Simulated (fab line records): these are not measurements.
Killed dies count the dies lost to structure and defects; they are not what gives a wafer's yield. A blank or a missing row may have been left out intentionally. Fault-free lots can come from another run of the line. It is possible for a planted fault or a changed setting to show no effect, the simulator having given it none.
Which of the tools did it?	flow sky130	45 wafers from 15 lots sampled at 7 of the route's 708 steps

## WHAT EACH GAUGE READ, for each wafer
SKY_SPACER_THK_MEAS_01. Usual: SPACER_CVD_00_THK typically reads 43.3 nm, with standard deviation 0.35.
lot	measured	on	SPACER_CVD_00_THK (nm)	flag
L704	day 23 02:38	film metro-04	43.8 43.6 43.5	
L705	day 23 10:25	film metro-03	43.4 43.5 42.9	
L706	day 23 19:55	film metro-03	43.8 43.7 43.4	
L708	day 24 23:06	film metro-03	43.6 43.5 43.2	
L709	day 25 01:22	film metro-01	43.4 43.2 43.2	
L712	day 26 01:02	film metro-04	42.8 43.0 43.1	
L713	day 26 09:50	film metro-04	42.7 42.9 43.2	
L714	day 26 13:05	film metro-04	43.5 43.9 43.5	
L716	day 27 05:16	film metro-01	43.8 43.9 43.6	
L717	day 29 00:59	film metro-03	43.5 43.3 43.1	
L718	day 29 00:59	film metro-01	43.6 43.1 43.3	
L719	day 29 00:59	film metro-04	44.2 44.0 43.9	
L720	day 29 01:02	film metro-03	42.9 43.2 43.0	
L721	day 29 01:02	film metro-04	43.5 43.5 43.5	
L723	day 29 10:10	film metro-01	43.3 43.5 43.3	

SKY_SD_P_TW_MEAS_11. Usual: SD_P_TW typically reads 2815, with standard deviation 21.
lot	measured	on	SD_P_TW	flag
L704	day 25 14:25	film metro-02	2821 2816 2820	
L705	day 25 23:32	film metro-01	2850 2837 2854	
L706	day 26 07:51	film metro-01	2850 2849 2846	
L708	day 27 09:26	film metro-02	2795 2803 2823	
L709	day 27 12:31	film metro-02	2819 2828 2809	
L712	day 28 11:37	film metro-02	2799 2782 2793	
L713	day 28 18:59	film metro-02	2810 2795 2794	
L714	day 28 21:39	film metro-02	2795 2786 2788	
L716	day 29 10:58	film metro-02	2818 2815 2823	
L717	day 31 10:11	film metro-01	2778 2801 2784	
L718	day 31 10:21	film metro-03	2846 2859 2847	
L719	day 31 10:04	film metro-02	2813 2793 2821	
L720	day 31 10:58	film metro-02	3088 3112 3090 3110 3096 3113	OFF
L721	day 31 11:05	film metro-02	3086 3095 3103 3093 3114 3110	OFF
L723	day 31 20:17	film metro-02	3106 3122 3102 3111 3096 3106	OFF

SKY_SD_N_RS_MEAS_17: measurement is done with a four-point probe. Usual: SD_P_RS typically reads 147.1 ohm/sq, with standard deviation 0.39.
lot	measured	on	SD_P_RS (ohm/sq)	flag
L704	day 28 01:07	film metro-03	147.6 147.2 147.4	
L705	day 28 11:04	film metro-02	146.9 147.0 147.1	
L706	day 28 17:37	film metro-01	146.7 146.5 147.0	
L708	day 29 17:02	film metro-03	147.1 146.6 146.9	
L709	day 29 20:49	film metro-03	147.3 147.2 147.2	
L712	day 30 18:37	film metro-02	146.9 146.8 146.9	
L713	day 31 02:41	film metro-02	146.6 147.5 147.1	
L714	day 31 05:38	film metro-01	147.9 147.7 147.6	
L716	day 31 20:16	film metro-01	146.5 147.1 146.9	
L717	day 33 16:37	film metro-02	148.0 147.2 148.0	
L718	day 33 17:34	film metro-01	146.7 147.1 146.6	
L719	day 33 15:59	film metro-03	147.0 146.6 147.4	
L720	day 33 17:52	film metro-02	138.6 138.0 138.0 138.6 138.4 138.2	OFF
L721	day 33 18:31	film metro-01	138.2 138.2 138.1 138.2 137.9 137.8	OFF
L723	day 34 01:40	film metro-03	137.6 138.0 138.3 137.8 138.2 138.3	OFF

SKY_LI_CONTACT_RS_MEAS_22: measurement is done with a four-point probe. Usual: LI_CONTACT_W_RS typically reads 0.288 ohm/sq, with standard deviation 0.0049.
lot	measured	on	LI_CONTACT_W_RS (ohm/sq)	flag
L704	day 29 05:13	film metro-03	0.288 0.287 0.291	
L705	day 29 14:45	film metro-03	0.292 0.289 0.281	
L706	day 29 23:20	film metro-01	0.288 0.284 0.290	
L708	day 30 21:42	film metro-03	0.287 0.288 0.289	
L709	day 31 02:41	film metro-03	0.290 0.289 0.287	
L712	day 32 00:15	film metro-01	0.282 0.282 0.297	
L713	day 32 07:26	film metro-03	0.291 0.288 0.278	
L714	day 32 13:59	film metro-02	0.274 0.294 0.278	
L716	day 33 00:48	film metro-01	0.288 0.290 0.292	
L717	day 34 20:53	film metro-02	0.291 0.291 0.292	
L718	day 34 21:07	film metro-01	0.283 0.284 0.285	
L719	day 34 20:27	film metro-02	0.284 0.286 0.290	
L720	day 34 21:35	film metro-01	0.289 0.290 0.290	
L721	day 34 22:38	film metro-03	0.292 0.290 0.291	
L723	day 35 06:32	film metro-03	0.285 0.285 0.290	

## TOOL THAT RAN EACH LOT (tool first, then ch and the chambers of the sampled wafers, then the start)
lot	SKY_SD_P_IMPLANT_09	SKY_SD_P_STRIP_10	SKY_LI_CONTACT_ETCH_15
L704	implanter-02 ch 0, day 25 14:10	plasma asher-03 ch 0,1, day 25 14:19	rie diel-02 ch 0,1,2, day 29 04:34
L705	implanter-02 ch 0, day 25 23:17	plasma asher-02 ch 0,1, day 25 23:26	rie diel-01 ch 0,1,2, day 29 14:07
L706	implanter-04 ch 0, day 26 07:36	plasma asher-03 ch 0,1, day 26 07:45	rie diel-01 ch 0,3, day 29 22:40
L708	implanter-04 ch 0, day 27 09:11	plasma asher-02 ch 0,1, day 27 09:19	rie diel-02 ch 1,2,3, day 30 21:02
L709	implanter-04 ch 0, day 27 12:16	plasma asher-02 ch 0,1, day 27 12:24	rie diel-02 ch 1,2,3, day 31 02:02
L712	implanter-02 ch 0, day 28 11:24	plasma asher-02 ch 0,1, day 28 11:32	rie diel-04 ch 0,3, day 31 23:34
L713	implanter-04 ch 0, day 28 18:44	plasma asher-04 ch 0,1, day 28 18:52	rie diel-02 ch 0,1, day 32 06:39
L714	implanter-02 ch 0, day 28 21:26	plasma asher-02 ch 0,1, day 28 21:33	rie diel-02 ch 0,1, day 32 13:17
L716	implanter-02 ch 0, day 29 10:43	plasma asher-03 ch 0,1, day 29 10:52	rie diel-01 ch 1,2,3, day 33 00:10
L717	implanter-03 ch 0, day 31 09:56	plasma asher-03 ch 0,1, day 31 10:05	rie diel-02 ch 0,1,3, day 34 20:07
L718	implanter-02 ch 0, day 31 10:06	plasma asher-04 ch 0,1, day 31 10:15	rie diel-01 ch 1,3, day 34 20:28
L719	implanter-04 ch 0, day 31 09:50	plasma asher-02 ch 0,1, day 31 09:58	rie diel-02 ch 0,1,3, day 34 19:46
L720	implanter-03 ch 0, day 31 10:24	plasma asher-02 ch 0,1, day 31 10:52	rie diel-02 ch 0,3, day 34 20:49
L721	implanter-02 ch 0, day 31 10:31	plasma asher-03 ch 0,1, day 31 10:59	rie diel-01 ch 1,2,3, day 34 21:50
L723	implanter-04 ch 0, day 31 19:43	plasma asher-02 ch 0,1, day 31 20:11	rie diel-02 ch 2,3, day 35 05:41
- SKY_SD_P_IMPLANT_09
- SKY_SD_P_STRIP_10: strips in O2/N2.
- SKY_LI_CONTACT_ETCH_15: etches PSG in C4F8/O2/Ar, stops on Si, target depth 600 nm.

## WHAT THE TOOLS THEMSELVES READ (means of the sampled wafers that have a number; where no wafer has one, the mark that the record gives instead)
SKY_SD_P_STRIP_10. Usual: drypump motor current A 6.0 A, standard deviation 0.49; oes product au 0.617 a.u., standard deviation 0.0042; strip time to endpoint s 17.51 s, standard deviation 0.051.
lot	tool	drypump motor current A (A)	oes product au (a.u.)	strip time to endpoint s (s)	flag
L704	plasma asher-03	5.8	0.623	17.52	
L705	plasma asher-02	6.5	0.623	17.52	
L706	plasma asher-03	5.7	0.618	17.54	
L708	plasma asher-02	6.4	0.616	17.48	
L709	plasma asher-02	6.5	0.621	17.45	
L712	plasma asher-02	6.4	0.615	17.53	
L713	plasma asher-04	5.9	0.614	17.53	
L714	plasma asher-02	6.4	0.614	17.43	
L716	plasma asher-03	5.7	0.616	17.45	
L717	plasma asher-03	5.7	0.617	17.51	
L718	plasma asher-04	5.8	0.615	17.55	
L719	plasma asher-02	6.5	0.616	17.55	
L720	plasma asher-02	6.5	0.588	18.90	OFF
L721	plasma asher-03	5.7	0.591	18.99	OFF
L723	plasma asher-02	6.5	0.585	18.99	OFF

SKY_LI_CONTACT_ETCH_15. Usual: bias w 1200 W, standard deviation 3.8; oes product au 0.838 a.u., standard deviation 0.0048; rf fwd power W 1492 W, standard deviation 5.3.
lot	tool	bias w (W)	oes product au (a.u.)	rf fwd power W (W)	flag
L704	rie diel-02	1201	0.837	1492	
L705	rie diel-01	1200	0.835	1491	
L706	rie diel-01	1200	0.837	1492	
L708	rie diel-02	1204	0.840	1493	
L709	rie diel-02	1199	0.839	1492	
L712	rie diel-04	1196	0.841	1487	
L713	rie diel-02	1199	0.841	1488	
L714	rie diel-02	1199	0.838	1495	
L716	rie diel-01	1200	0.838	1491	
L717	rie diel-02	1200	0.832	1492	
L718	rie diel-01	1208	0.838	1493	
L719	rie diel-02	1198	0.838	1492	
L720	rie diel-02	1200	0.831	1486	
L721	rie diel-01	1200	0.833	1496	
L723	rie diel-02	1198	0.838	1491	

## THE ANSWER, worked out from the rows above alone
Rule: take the mean of a lot's wafers that have a number; if it is more than 3 standard deviations from the usual mean, the lot is off. A lot without any number at a reading at which 4 lots or more have one is off too. The other lots that the step has rows for count as sound. First the gauges in route order, then the tools' own readings, where a lot's mean is used as printed above. The first step at which some lot is off is used, and at that step the reading that is off furthest; a lot without a number counts as furthest.
Off: at SKY_SD_P_TW_MEAS_11 (SD_P_TW), L720, L721, L723.
A tool fits if, at a process step before that reading, it ran every lot that is off, and no sound lot after the first of them. Not tried: the gauges at SKY_SD_P_TW_MEAS_11; whatever is off there is also off at SKY_SD_P_STRIP_10, on other tools, and gauge error can't account for it. Not one of the candidates tried fits.

## WHAT WAS PUT IN BY THE SIMULATOR
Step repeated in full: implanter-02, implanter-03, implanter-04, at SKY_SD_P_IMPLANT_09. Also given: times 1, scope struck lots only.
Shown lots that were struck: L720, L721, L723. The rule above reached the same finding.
